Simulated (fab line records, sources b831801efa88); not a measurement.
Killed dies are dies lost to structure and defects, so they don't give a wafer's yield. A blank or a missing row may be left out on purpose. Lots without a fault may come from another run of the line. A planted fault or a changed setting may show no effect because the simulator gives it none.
fab line records | flow sky130
record lots=13 wafers=38 last_day=50
route steps=708 shown NWELL@34 LDD_N@253 SD_P@326 METAL1@435
lots that met no fault: from a run of the same line without faults
start_h: hours from the record's first day to the start of the lot's first wafer shown | wait_h: hours since the lot's step before | " the same as in the row above | L1.1+2: a row that stands for several wafers | - no value, or no start given | * or withheld: withheld | < > ~ a bound
route shown NAME@n: a module of which the file shows steps, and the number in the route of the first | usual: mean/standard deviation of fault-free wafers | same: alike in all rows | chamber/n: place in a boat | sites: the reading at each site | _std_site: their standard deviation | _edge_site: outer sites' mean less inner sites' | radius_mm: how far each site lies from the wafer's centre | mask NAME#n: copy n | behind: the tool/chamber that last shaped the wafer | hold: why the lot was held/for how many hours/how that ended | device: the transistor (n, p or np) that didn't switch | end of line: the same wafers' tests at the end of the route | a step without rows: its recipe alone | killed: dies lost to structure and defects at the first sort, not the wafer's yield | map: a wafer's dies, x killed, . not, _ none there
set.NAME: the setting as run; set.NAME@STEP: as run at that earlier step | model.NAME: the simulator's own value behind a step, which no gauge read
steps of the route over a sample of lots; a table a step, a row a wafer
services: from which hour (start_h, from the record's first day; less than 0 if before it) a tool's chamber was out of use, for how many hours, and why
## steps
# step SKY_NWELL_THK_MEAS_02
# recipe reads=SiO2_of_NWELL_OXIDATION_01
# usual NWELL_OXIDATION_THK=10.05/0.22
# columns lot.wafer tool chamber start_h wait_h NWELL_OXIDATION_THK[nm]
L709.2 film_metro-04 - 38.28 0.0 9.51
L709.5 " - " " 9.73
L709.6 " - " " 9.63
L710.1 film_metro-04 - 43.75 0.0 10.07
L710.3 " - " " 9.94
L710.4 " - " " 10.08
L711.3 film_metro-04 - 48.05 0.0 9.90
L711.4 " - " " 9.97
L711.5 " - " " 9.73
L714.1 film_metro-04 - 68.50 0.0 10.08
L714.3 " - " " 10.19
L714.5 " - " " 10.11
L715.2 film_metro-03 - 78.39 0.0 9.74
L715.5 " - " " 9.68
L715.6 " - " " 9.83
L716.2 film_metro-02 - 78.39 0.0 9.94
L716.4 " - " " 9.99
L716.6 " - " " 10.00
L717.1 film_metro-02 - 83.80 0.0 10.15
L717.2 " - " " 10.19
L717.4 " - " " 9.92
L718.3 film_metro-02 - 85.29 0.1 10.14
L718.5 " - " " 10.05
L718.6 " - " " 9.88
L719.1 film_metro-03 - 89.36 0.0 9.79
L719.5 " - " " 9.86
L719.6 " - " " 9.88
L722.1 film_metro-04 - 110.95 0.0 9.96
L722.2 " - " " 9.83
L722.4 " - " " 9.90
L727.1 film_metro-04 - 130.37 0.0 9.99
L727.5 " - " " 9.92
L727.6 " - " " 10.13
L729.3 film_metro-03 - 140.39 0.0 10.36
L729.5 " - " " 10.42
L729.6 " - " " 10.34
L731.1 film_metro-02 - 149.44 0.0 10.39
L731.3 " - " " 10.16
# step SKY_LDD_N_STRIP_16
# recipe chemistry=O2/N2 power_w=1400 pressure_mtorr=1500 platen_temp_c=withheld o2_flow_sccm=3000 n2_flow_sccm=300 overash_fraction=0.5
# usual drypump_motor_current_A=5.6/0.34 n2_flow_sccm=300.1/0.98 oes_product_au=0.407/0.0048 strip_time_to_endpoint_s=4.315/0.015
# columns lot.wafer tool chamber start_h wait_h drypump_motor_current_A n2_flow_sccm oes_product_au rf_hours_counter_h strip_time_to_endpoint_s
L709.2 plasma_asher-04 0 399.04 0.1 5.7 301.4 0.408 27 4.276
L709.5 " 1 " " 5.8 300.2 0.408 - 4.292
L709.6 " 0 " " 5.6 300.2 0.399 - 4.319
L710.1 plasma_asher-04 0 412.59 0.1 5.6 299.3 0.416 29 4.314
L710.3 " 0 " " 5.6 300.4 0.409 - 4.317
L710.4 " 1 " " 5.8 298.5 0.401 - 4.313
L711.3 plasma_asher-01 0 420.04 0.1 5.2 300.8 0.410 - 4.310
L711.4 " 1 " " 5.5 298.9 0.407 - 4.315
L711.5 " 1 " " 5.5 300.2 0.412 - 4.326
L714.1 plasma_asher-01 0 463.04 0.1 5.2 301.2 0.414 4 4.337
L714.3 " 0 " " 5.2 301.3 0.413 - 4.325
L714.5 " 0 " " 5.2 300.8 0.419 - 4.327
L716.2 plasma_asher-04 0 474.24 0.1 5.6 299.8 0.394 35 4.309
L716.4 " 1 " " 5.8 299.5 0.412 - 4.325
L716.6 " 1 " " 5.8 300.7 0.407 - 4.305
L715.2 plasma_asher-01 0 476.69 0.1 5.2 298.1 0.401 5 4.312
L715.5 " 0 " " 5.2 297.5 0.408 - 4.310
L715.6 " 1 " " 5.5 300.0 0.400 - 4.306
L717.1 plasma_asher-01 0 484.41 0.1 5.2 299.7 0.413 6 4.328
L717.2 " 1 " " 5.4 301.3 0.412 6 4.321
L717.4 " 0 " " 5.2 300.3 0.399 - 4.333
L718.3 plasma_asher-04 1 486.88 0.1 5.8 300.1 0.409 - 4.306
L718.5 " 0 " " 5.6 300.2 0.400 - 4.301
L718.6 " 1 " " 5.8 299.5 0.410 - 4.295
L719.1 plasma_asher-01 1 497.64 0.1 5.4 299.6 0.409 7 4.305
L719.5 " 1 " " 5.4 299.6 0.410 - 4.310
L719.6 " 0 " " 5.2 300.5 0.402 - 4.283
L722.1 plasma_asher-04 1 526.64 0.1 5.8 299.8 0.405 41 4.330
L722.2 " 0 " " 5.7 301.1 0.404 41 4.328
L722.4 " 0 " " 5.6 299.9 0.407 - 4.313
L727.1 plasma_asher-01 1 560.24 0.1 5.5 301.1 0.405 13 4.328
L727.5 " 0 " " 5.2 299.6 0.406 - 4.328
L727.6 " 1 " " 5.5 299.9 0.403 - 4.325
L729.3 plasma_asher-01 1 578.89 0.1 5.5 299.6 0.413 - 4.312
L729.5 " 0 " " 5.2 301.4 0.411 - 4.311
L729.6 " 1 " " 5.5 301.3 0.408 - 4.306
L731.1 plasma_asher-04 0 599.79 0.1 5.6 297.8 0.398 47 4.299
L731.3 " 1 " " 5.8 301.8 0.412 - 4.308
# step SKY_SD_P_DEVELOP_06
# recipe resist=NOVOLAK developer=TMAH develop_time_s=60 dev_temp_c=23
# columns lot.wafer tool chamber start_h wait_h
L709.2+5+6 litho_track-03 0 583.65 0.1
L710.1+3+4 litho_track-03 0 600.92 0.1
L711.3+4+5 litho_track-03 0 604.37 0.1
L714.1+3+5 litho_track-02 0 643.90 0.1
L716.2+4+6 litho_track-03 0 654.00 0.1
L715.2+5+6 litho_track-02 0 656.17 0.1
L717.1+2+4 litho_track-03 0 663.97 0.1
L718.3+5+6 litho_track-04 0 665.70 0.1
L719.1+5+6 litho_track-03 0 676.52 0.1
L722.1+2+4 litho_track-03 0 704.62 0.1
L727.1+5+6 litho_track-03 0 735.97 0.1
L729.3+5+6 litho_track-04 0 750.66 0.1
L731.1+3 litho_track-03 0 769.62 0.1
# step SKY_SD_P_CD_MEAS_07
# recipe target_cd_nm=380
# usual cd_nm=380.2/2.9
# columns lot.wafer tool chamber start_h wait_h cd_nm
L709.2 cd_sem-02 - 583.79 0.1 381.1
L709.5 " - " " 380.7
L709.6 " - " " 380.0
L710.1 cd_sem-01 - 601.07 0.1 377.5
L710.3 " - " " 378.7
L710.4 " - " " 378.3
L711.3 cd_sem-01 - 604.51 0.1 378.0
L711.4 " - " " 378.4
L711.5 " - " " 374.3
L714.1 cd_sem-02 - 644.05 0.1 380.5
L714.3 " - " " 379.2
L714.5 " - " " 381.9
L716.2 cd_sem-02 - 654.14 0.1 381.5
L716.4 " - " " 382.4
L716.6 " - " " 384.8
L715.2 cd_sem-02 - 656.32 0.1 379.6
L715.5 " - " " 381.3
L715.6 " - " " 380.8
L717.1 cd_sem-01 - 664.12 0.1 384.9
L717.2 " - " " 381.7
L717.4 " - " " 383.2
L718.3 cd_sem-02 - 665.84 0.1 378.5
L718.5 " - " " 377.4
L718.6 " - " " 377.1
L719.1 cd_sem-01 - 676.67 0.1 383.8
L719.5 " - " " 384.2
L719.6 " - " " 382.7
L722.1 cd_sem-02 - 704.77 0.1 380.9
L722.2 " - " " 380.1
L722.4 " - " " 382.2
L727.1 cd_sem-01 - 736.12 0.1 275.4
L727.5 " - " " 376.5
L727.6 " - " " 379.1
L729.3 cd_sem-02 - 750.80 0.1 382.0
L729.5 " - " " 383.2
L729.6 " - " " 380.7
L731.1 cd_sem-02 - 769.77 0.1 276.3
L731.3 " - " " 378.8
# step SKY_METAL1_SPUTTER_01
# recipe material=TiN target_thk_nm=20 power_w=6500 time_s=16.7 chamber_pressure_pa=0.4
# usual chamber_pressure_pa=0.4001/0.00094 throttle_valve_pct=29.9/1.4
# columns lot.wafer tool chamber start_h wait_h chamber_pressure_pa throttle_valve_pct
L709.2 pvd_sputter-03 - 734.58 0.0 0.3998 31.4
L709.5 " - " " 0.4004 31.2
L709.6 " - " " 0.3996 31.5
L710.1 pvd_sputter-04 - 746.16 0.0 0.4003 32.2
L710.3 " - " " 0.4005 28.4
L710.4 " - " " 0.3997 28.3
L711.3 pvd_sputter-03 - 751.96 0.0 0.3994 31.7
L711.4 " - " " 0.4000 32.1
L711.5 " - " " 0.4007 31.6
L714.1 pvd_sputter-03 - 786.95 0.0 0.3996 31.3
L714.3 " - " " 0.3998 31.5
L714.5 " - " " 0.4006 31.6
L716.2 pvd_sputter-03 - 797.62 0.0 0.4001 32.2
L716.4 " - " " 0.4001 31.4
L716.6 " - " " 0.4003 31.5
L715.2 pvd_sputter-02 - 799.25 0.0 0.4000 28.8
L715.5 " - " " 0.4006 30.8
L715.6 " - " " 0.4011 28.8
L717.1 pvd_sputter-02 - 806.66 0.0 0.4001 30.8
L717.2 " - " " 0.3991 28.6
L717.4 " - " " 0.4001 28.7
L718.3 pvd_sputter-03 - 808.76 0.0 0.4010 31.9
L718.5 " - " " 0.4003 31.3
L718.6 " - " " 0.3995 31.2
L719.1 pvd_sputter-02 - 820.21 0.0 0.4005 29.2
L719.5 " - " " 0.3988 28.6
L719.6 " - " " 0.4006 29.3
L722.1 pvd_sputter-02 - 846.17 0.0 0.4014 28.4
L722.2 " - " " 0.3990 29.0
L722.4 " - " " 0.4007 29.2
L727.1 pvd_sputter-02 - 876.72 0.0 0.3997 28.5
L727.5 " - " " 0.3998 31.0
L727.6 " - " " 0.4014 28.8
L729.3 pvd_sputter-02 - 887.36 0.0 0.4018 28.6
L729.5 " - " " 0.4014 28.3
L729.6 " - " " 0.4002 30.5
L731.1 pvd_sputter-04 - 907.80 0.0 0.3999 28.4
L731.3 " - " " 0.3992 28.6
## services
# columns tool chamber start_h hours kind
pvd_sputter-04 - 393.78 0.8 repair
plasma_asher-01 - 421.25 9.0 pm
plasma_asher-01 0 421.25 9.0 vent_cycle
plasma_asher-01 1 421.25 9.0 vent_cycle
plasma_asher-01 0 430.25 - clean
pvd_sputter-04 - 430.65 2.2 repair
pvd_sputter-03 - 498.32 3.9 repair
pvd_sputter-03 - 500.44 1.3 repair
plasma_asher-04 - 551.89 15.6 pm
pvd_sputter-02 - 556.67 5.0 repair
plasma_asher-04 - 591.40 2.3 repair
pvd_sputter-03 - 608.40 4.8 repair
pvd_sputter-03 - 614.32 3.9 repair
pvd_sputter-02 - 620.04 5.3 repair
pvd_sputter-04 - 625.41 1.6 repair
pvd_sputter-02 - 665.55 2.5 repair
plasma_asher-04 - 703.16 6.9 pm
pvd_sputter-03 - 722.85 10.8 repair
pvd_sputter-02 - 779.68 0.9 repair
plasma_asher-01 - 795.86 19.7 repair
pvd_sputter-02 - 802.63 1.2 repair
pvd_sputter-03 - 841.83 1.0 repair
pvd_sputter-02 - 862.50 4.1 repair
plasma_asher-01 - 901.72 17.5 repair
## key
first_sign step=SKY_SD_P_CD_MEAS_07 reading=cd_nm direction=down sigmas=36 usual=380.2 struck=275.9
effect none on later readings
met_at SKY_SD_P_DEVELOP_06
struck_lots L727,L731
struck_wafers L727.1,L731.1
tester_left_out L727,L731
not_acting_at SKY_NWELL_THK_MEAS_02,SKY_LDD_N_STRIP_16,SKY_METAL1_SPUTTER_01
onset_between 704.62 735.97
fault kind=process_parameter_drift tool=litho_track-03 chamber=- onset_h=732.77 steps=SKY_SD_P_DEVELOP_06 channel=develop_time_s offset=* shape=step end_h=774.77 scope=struck_wafers_only acts_in=* stated=*
# tester_left_out: of these lots the tester's yield and bins aren't shown, on N5 and GAA mostly nor the transistor test; their killed dies are dies lost to structure and defects alone, not to doping, threshold or leakage, so they don't give the yield
